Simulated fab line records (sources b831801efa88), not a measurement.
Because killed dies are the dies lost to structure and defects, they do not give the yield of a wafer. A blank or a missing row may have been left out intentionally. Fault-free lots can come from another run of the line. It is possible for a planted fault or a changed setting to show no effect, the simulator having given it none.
Lot-split experiment    flow sky130    5 lots, 23 wafers read, on a route of 708 steps

== ABOUT THE SPLIT ==
At SKY_SD_P_DEVELOP_06 (develop time 60 s), the setting developTimeS was moved away from the recipe's 60 s on 6 of the 23 wafers read, by -11.5% to +6.5%. For the rest of the wafers, this setting stayed at what the recipe calls for.

Between the split and the reading, the file records no step.

== THE READING ==
Shown in nm: cdNm at SKY_SD_P_CD_MEAS_07, with target cd 380 nm. A value of 380 nm with a standard deviation of 3.4 nm is what fault-free wafers of this fab line usually give.

wafer   tool, chamber at the split  developTimeS as run, s  against the recipe  cdNm, nm  against lot-mates on the recipe
L074.1  lithoTrack-01, 0            60                      recipe              387       -
L074.2  lithoTrack-01, 0            60                      recipe              384       -
L074.3  lithoTrack-01, 0            60                      recipe              387       -
L074.4  lithoTrack-01, 0            60                      recipe              387       -
L074.6  lithoTrack-01, 0            60                      recipe              385       -
L078.1  lithoTrack-02, 0            63.87                   +6.5%               381       +4
L078.2  lithoTrack-02, 0            60                      recipe              378       -
L078.4  lithoTrack-02, 0            63.87                   +6.5%               383       +6
L078.5  lithoTrack-02, 0            60                      recipe              375       -
L078.6  lithoTrack-02, 0            63.87                   +6.5%               383       +6
L081.2  lithoTrack-03, 0            60                      recipe              385       -
L081.3  lithoTrack-03, 0            60                      recipe              380       -
L081.6  lithoTrack-03, 0            60                      recipe              383       -
L083.1  lithoTrack-02, 0            53.11                   -11.5%              367       -14
L083.2  lithoTrack-02, 0            60                      recipe              381       -
L083.4  lithoTrack-02, 0            53.11                   -11.5%              368       -12
L083.5  lithoTrack-02, 0            60                      recipe              380       -
L083.6  lithoTrack-02, 0            53.11                   -11.5%              367       -14
L085.1  lithoTrack-03, 0            60                      recipe              378       -
L085.2  lithoTrack-03, 0            60                      recipe              374       -
L085.3  lithoTrack-03, 0            60                      recipe              375       -
L085.4  lithoTrack-03, 0            60                      recipe              375       -
L085.6  lithoTrack-03, 0            60                      recipe              377       -

FIT RESULTS
A straight line over all 23 wafers: cdNm changes by +0.918 nm for each +1% of developTimeS; r = +0.72; the points scatter about the line by 4.4 nm.
The same after taking each lot's own level away (the mean of its wafers on the recipe; 23 wafers): +1.08 nm for each +1%; r = +0.97; scatter 1.4 nm.
The reading moves by 12 nm for the largest change in developTimeS, on that fit.
Measured against the standard deviation above, the lots' own levels, which go from 375.8 to 386.0 nm, span 3.0 times it.
So the lot-to-lot level blurs the effect unless lot-mates are compared.
Check: -12.4 nm against its lot-mates is what the line predicts for one of the wafers moved furthest among these (-11.5%) when that wafer is left out of the fit. Against them it came out at -13.5 nm.

== THE FILE'S OWN FIT ==
cdNm changes by +1.09 nm for each +1% of developTimeS, r = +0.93.
